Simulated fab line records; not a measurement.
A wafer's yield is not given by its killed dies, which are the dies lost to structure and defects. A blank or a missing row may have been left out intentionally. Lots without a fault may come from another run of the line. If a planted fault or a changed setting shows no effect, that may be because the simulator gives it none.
Struck lot and sound lot, side by side :: flow sky130 :: 21 out of 708 route steps
Sound: wafers L999.1, L999.4, L999.6. The struck wafers were L108.1, L108.2, L108.5. The cause comes at the end.
Per side, at each step with rows, come the tool, then ch with its chambers, and then its first start. Under that, the readings that differ: sound wafers :: struck wafers :: difference of the means :: sigmas: that difference in standard deviations of wafers without a fault.
alike: readings whose means differ by less than 2 such deviations, and words and numbers that are the same on both sides. not compared: withheld readings, readings that some wafer has no value for, bounds like >300 that may hide the same value, and numbers for which the record gives no deviation and whose values overlap.
Wherever a step has rows on one side only, a row that says differs or no value, or a row with sigmas, the two part there. When numbers do not overlap yet have no deviation, they are printed without sigmas and do not part them. Lack of a reading on every wafer of one side parts them only where that side has two or more wafers.

SKY_POLY_GATE_CD_MEAS_22:
  sound on cdSem-01 at day 17 14:49; struck on cdSem-02 at day 20 12:08
  alike: cdNm
then, 7 steps without rows for these wafers: SKY_LDD_N_DEHYDRATE_00 (time 60 s); SKY_LDD_N_HMDS_01 (prime time 60 s); SKY_LDD_N_COAT_02 (resist thk 300 nm); SKY_LDD_N_SOFTBAKE_03 (time 60 s); SKY_LDD_N_EXPOSE_04 (exposes mask NTM, target cd 840 nm); SKY_LDD_N_PEB_05; SKY_LDD_N_DEVELOP_06 (develop time 60 s).
SKY_LDD_N_OVL_MEAS_07:
  sound on overlay-02 at day 18 21:04; struck on overlay-02 at day 21 19:02
  alike: LDD_N_OVL
then, 3 steps without rows for these wafers: SKY_LDD_N_IMPLANT_08; SKY_LDD_N_IMPLANT_09; SKY_LDD_N_IMPLANT_10.
SKY_LDD_N_IMPLANT_11:
  sound on implanter-04 ch 0, day 18 21:33; struck on implanter-01 ch 0, day 21 19:50
  alike: beamEnergyKeV, endStationPressureTorr
then, 4 steps without rows for these wafers: SKY_LDD_N_IMPLANT_12; SKY_LDD_N_IMPLANT_13; SKY_LDD_N_IMPLANT_14; SKY_LDD_N_IMPLANT_15.
SKY_LDD_N_STRIP_16: strips in O2/N2.
  sound on plasmaAsher-04 ch 0,1, day 18 22:18; struck on plasmaAsher-03 ch 0,1, day 21 20:35
reading: stripTimeToEndpointS (s)
sound: 4.313 4.326 4.303
struck: 4.513 4.525 4.524
difference: +0.207
sigmas: +17
  alike: drypumpMotorCurrentA, n2FlowSccm, oesProductAu
  not compared: rfHoursCounterH
SKY_LDD_N_TW_MEAS_17:
  sound on filmMetro-03 at day 18 22:24; struck on filmMetro-01 at day 21 20:41
reading: LDD_N_TW
sound: 2619 2606 2614
struck: 2724 2693 2696
difference: +91
sigmas: +6
then, 1 step without rows for these wafers: SKY_LDD_P_DEHYDRATE_00 (time 60 s).
-- here the record skips 27 days between the struck wafers' starts before and after, leaving off in module LDD_P and picking up in module PAD_OPEN (first step shown: number 708 of the route) --
SKY_PAD_OPEN_PROBE_99:
  sound on prober-01 at day 46 18:26; struck on prober-02 at day 48 13:28
reading: model.etest.tipN.rsOhmSq
sound: 440.4 443.6 444.6
struck: 390 388 390.4
difference: -53
sigmas: 

reading: model.etest.nfet_01v8_lvt.vtSatV (V)
sound: 0.5311 0.5331 0.541
struck: 0.519 0.5165 0.5097
difference: -0.020
sigmas: 

reading: model.etest.nfet_01v8_turned.vtSatV (V)
sound: 0.646 0.6468 0.6546
struck: 0.6287 0.6273 0.6213
difference: -0.0234
sigmas: 
  alike: killed_at_M0_to_M3, killed_at_M4_up, killedAtContacts, killedAtFrontEnd, killedAtOther, killedDies, killedOnRim, killedOpen, killedShort

WHERE THEY PART
At SKY_LDD_N_STRIP_16 first; at SKY_LDD_N_TW_MEAS_17 last (within this record only). Later steps at which nothing parts them and some readings are alike: SKY_PAD_OPEN_PROBE_99.

WHY: what the simulator had put in
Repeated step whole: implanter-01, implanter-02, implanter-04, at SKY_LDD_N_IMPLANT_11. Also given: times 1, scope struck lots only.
